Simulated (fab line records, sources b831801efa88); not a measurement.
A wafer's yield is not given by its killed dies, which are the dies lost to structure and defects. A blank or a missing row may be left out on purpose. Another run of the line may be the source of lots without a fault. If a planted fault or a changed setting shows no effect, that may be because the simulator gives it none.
Which of the tools did it? + flow gf180mcu + 36 wafers from 12 lots sampled at 6 of the route's 602 steps

== WHAT THE GAUGES READ, wafer by wafer ==
GF_NWELL_TW_MEAS_11.
| lot  | measured    | on            | NWELL_TW       |
|------|-------------|---------------|----------------|
| L175 | day 3 10:09 | film_metro-01 | 1581 1577 1581 |
| L177 | day 3 23:38 | film_metro-02 | 1562 1559 1563 |
| L179 | day 4 08:17 | film_metro-04 | 1566 1561 1563 |
| L184 | day 5 09:14 | film_metro-04 | 1400 1397 1394 |
| L185 | day 5 14:30 | film_metro-04 | 1539 1542 1546 |
| L187 | day 6 01:39 | film_metro-02 | 1398 1405 1403 |
| L188 | day 6 05:23 | film_metro-01 | 1592 1588 1587 |
| L189 | day 6 11:39 | film_metro-04 | 1552 1562 1561 |
| L191 | day 6 23:48 | film_metro-04 | 1573 1584 1579 |
| L196 | day 8 04:54 | film_metro-02 | 1568 1571 1570 |
| L197 | day 8 11:22 | film_metro-04 | 1548 1551 1553 |
| L198 | day 8 13:59 | film_metro-02 | 1561 1561 1568 |

GF_MVSD_OVL_MEAS_07.
| lot  | measured    | on         | MVSD_OVL (nm) |
|------|-------------|------------|---------------|
| L175 | day 4 12:15 | overlay-01 | 0.8 -1.0 1.4  |
| L177 | day 5 03:12 | overlay-02 | -0.5 -0.4 0.3 |
| L179 | day 5 11:42 | overlay-02 | 2.2 1.4 3.2   |
| L184 | day 6 14:39 | overlay-01 | 2.6 3.4 1.7   |
| L185 | day 6 21:16 | overlay-02 | -1.0 0.1 -0.7 |
| L187 | day 7 08:43 | overlay-01 | -0.4 1.0 -0.1 |
| L188 | day 7 13:52 | overlay-02 | -0.1 -0.1 0.7 |
| L189 | day 7 19:04 | overlay-02 | 3.3 0.7 2.4   |
| L191 | day 8 07:06 | overlay-02 | 0.0 0.5 0.7   |
| L196 | day 9 14:46 | overlay-02 | 1.4 0.8 -0.5  |
| L197 | day 9 20:55 | overlay-01 | 0.5 1.0 0.4   |
| L198 | day 9 23:18 | overlay-02 | 1.4 2.0 1.0   |

GF_MVPSD_OVL_MEAS_07.
| lot  | measured     | on         | MVPSD_OVL (nm) |
|------|--------------|------------|----------------|
| L175 | day 5 02:51  | overlay-01 | 1.7 3.4 2.5    |
| L177 | day 5 17:54  | overlay-01 | 1.6 1.2 -1.5   |
| L179 | day 6 02:58  | overlay-02 | 1.7 0.5 0.0    |
| L184 | day 7 06:45  | overlay-01 | 3.0 2.2 2.1    |
| L185 | day 7 13:46  | overlay-01 | 0.3 -0.4 2.0   |
| L187 | day 8 00:40  | overlay-02 | -1.6 -1.0 1.4  |
| L188 | day 8 06:13  | overlay-01 | 2.5 -0.7 0.4   |
| L189 | day 8 11:58  | overlay-02 | 1.4 0.7 0.3    |
| L191 | day 9 00:06  | overlay-02 | 0.9 1.0 1.1    |
| L196 | day 10 08:58 | overlay-01 | 1.8 0.9 1.5    |
| L197 | day 10 14:34 | overlay-01 | 1.0 0.4 2.2    |
| L198 | day 10 17:46 | overlay-01 | 1.7 0.5 -0.6   |

GF_VT_IMPLANT_RS_MEAS_47: uses a four-point probe to measure.
| lot  | measured     | on            | NWELL_RS (ohm/sq) |
|------|--------------|---------------|-------------------|
| L175 | day 7 16:08  | film_metro-01 | 490.1 488.5 488.1 |
| L177 | day 8 08:20  | film_metro-01 | 487.6 489.0 489.0 |
| L179 | day 8 18:04  | film_metro-01 | 485.9 487.0 487.3 |
| L184 | day 10 02:49 | film_metro-01 | 598.7 597.5 595.5 |
| L185 | day 10 09:20 | film_metro-04 | 490.8 491.1 490.6 |
| L187 | day 10 23:55 | film_metro-04 | 595.6 593.6 596.3 |
| L188 | day 11 05:13 | film_metro-02 | 488.8 489.8 490.0 |
| L189 | day 11 10:19 | film_metro-02 | 488.4 487.2 487.6 |
| L191 | day 12 01:10 | film_metro-04 | 486.6 487.1 486.4 |
| L196 | day 13 14:44 | film_metro-04 | 485.5 485.5 484.2 |
| L197 | day 13 20:58 | film_metro-02 | 490.4 489.5 491.3 |
| L198 | day 13 23:49 | film_metro-04 | 486.9 487.5 485.1 |

== WHAT TOOL EACH LOT RAN ON (gives the tool, then ch and the chambers of the sampled wafers, and finally the start) ==
| lot  | GF_NWELL_IMPLANT_08            | GF_NWELL_STRIP_10                   |
|------|--------------------------------|-------------------------------------|
| L175 | implanter-01 ch 0, day 3 09:45 | plasma_asher-03 ch 0,1, day 3 10:03 |
| L177 | implanter-02 ch 0, day 3 23:14 | plasma_asher-03 ch 0, day 3 23:32   |
| L179 | implanter-01 ch 0, day 4 07:53 | plasma_asher-03 ch 0,1, day 4 08:11 |
| L184 | implanter-02 ch 0, day 5 08:50 | plasma_asher-03 ch 0,1, day 5 09:08 |
| L185 | implanter-01 ch 0, day 5 14:07 | plasma_asher-03 ch 0,1, day 5 14:23 |
| L187 | implanter-02 ch 0, day 6 01:15 | plasma_asher-01 ch 0,1, day 6 01:33 |
| L188 | implanter-01 ch 0, day 6 04:59 | plasma_asher-01 ch 0,1, day 6 05:17 |
| L189 | implanter-01 ch 0, day 6 11:16 | plasma_asher-04 ch 0,1, day 6 11:32 |
| L191 | implanter-01 ch 0, day 6 23:24 | plasma_asher-01 ch 0,1, day 6 23:42 |
| L196 | implanter-01 ch 0, day 8 04:31 | plasma_asher-01 ch 1, day 8 04:47   |
| L197 | implanter-02 ch 0, day 8 11:00 | plasma_asher-01 ch 0,1, day 8 11:17 |
| L198 | implanter-02 ch 0, day 8 13:35 | plasma_asher-04 ch 0,1, day 8 13:53 |
- GF_NWELL_IMPLANT_08
- GF_NWELL_STRIP_10: strips in O2/N2.

== WHAT THE TOOLS THEMSELVES READ (means of the sampled wafers that have a number; where no wafer has one, the mark that the record gives instead) ==
GF_NWELL_IMPLANT_08.
| lot  | tool         | dose_ions_cm2 | faraday_current_uA |
|------|--------------|---------------|--------------------|
| L175 | implanter-01 | 1.4999e+13    | 83.2               |
| L177 | implanter-02 | 1.5002e+13    | 83.1               |
| L179 | implanter-01 | 1.5003e+13    | 84.0               |
| L184 | implanter-02 | 1.0242e+13    | 56.4               |
| L185 | implanter-01 | 1.4990e+13    | 83.4               |
| L187 | implanter-02 | 1.0234e+13    | 56.4               |
| L188 | implanter-01 | 1.4995e+13    | 85.7               |
| L189 | implanter-01 | 1.5006e+13    | 86.2               |
| L191 | implanter-01 | 1.4996e+13    | 83.8               |
| L196 | implanter-01 | 1.5011e+13    | 83.5               |
| L197 | implanter-02 | 1.5008e+13    | 84.9               |
| L198 | implanter-02 | 1.5009e+13    | 83.5               |

GF_NWELL_STRIP_10.
| lot  | tool            | drypump_motor_current_A (A) | heater_power_w (W) | n2_flow_sccm (sccm) | oes_product_au (a.u.) | strip_time_to_endpoint_s (s) |
|------|-----------------|-----------------------------|--------------------|---------------------|-----------------------|------------------------------|
| L175 | plasma_asher-03 | 5.6                         | 299                | 301.2               | 0.724                 | 36.81                        |
| L177 | plasma_asher-03 | 5.9                         | 308                | 300.9               | 0.722                 | 36.97                        |
| L179 | plasma_asher-03 | 5.6                         | 307                | 300.1               | 0.727                 | 36.93                        |
| L184 | plasma_asher-03 | 5.6                         | 305                | 299.7               | 0.725                 | 37.07                        |
| L185 | plasma_asher-03 | 5.6                         | 306                | 299.3               | 0.721                 | 37.03                        |
| L187 | plasma_asher-01 | 5.5                         | 307                | 299.0               | 0.724                 | 37.00                        |
| L188 | plasma_asher-01 | 5.5                         | 303                | 299.6               | 0.725                 | 37.01                        |
| L189 | plasma_asher-04 | 6.2                         | 321                | 300.4               | 0.723                 | 37.00                        |
| L191 | plasma_asher-01 | 5.5                         | 302                | 298.8               | 0.719                 | 36.87                        |
| L196 | plasma_asher-01 | 5.1                         | 340                | 300.6               | 0.724                 | 37.04                        |
| L197 | plasma_asher-01 | 5.8                         | 274                | 300.8               | 0.729                 | 36.97                        |
| L198 | plasma_asher-04 | 6.3                         | 313                | 299.3               | 0.719                 | 37.04                        |

== THE ANSWER, worked out from the rows above alone ==
Rule: usual is defined by the lots themselves. The widest of any qualifying gaps counts: lots, ordered by their means at a reading, are off when they make up no more than a third of the lots, leave a main group of 4 or more, and stand apart from it by 3 or more times the standard deviation of that group's means. The tables above print the reading to a certain number of digits; a main group whose means all agree to those digits is not used. A lot without any number at a reading at which 4 lots or more have one is off too. Where the step has rows for the other lots, those lots are counted as sound. Order of review: gauges by route order, followed by the tools' own readings, for which a lot's mean as printed above is used. At the first step where some lot is off, the reading lying furthest off is the one used; lots without a number count as furthest.
Off: L184, L187, at GF_NWELL_TW_MEAS_11 (NWELL_TW). Mean 1566 and standard deviation 13 in the main group.
A tool fits if, at a process step before that reading, it ran every lot that is off, and no sound lot after the first of them. Not tried: the gauges at GF_NWELL_TW_MEAS_11; whatever is off there is also off at GF_NWELL_IMPLANT_08, on other tools, and gauge error can't account for it. No candidate that was tried fits.

== WHAT THE SIMULATOR HAD PUT IN ==
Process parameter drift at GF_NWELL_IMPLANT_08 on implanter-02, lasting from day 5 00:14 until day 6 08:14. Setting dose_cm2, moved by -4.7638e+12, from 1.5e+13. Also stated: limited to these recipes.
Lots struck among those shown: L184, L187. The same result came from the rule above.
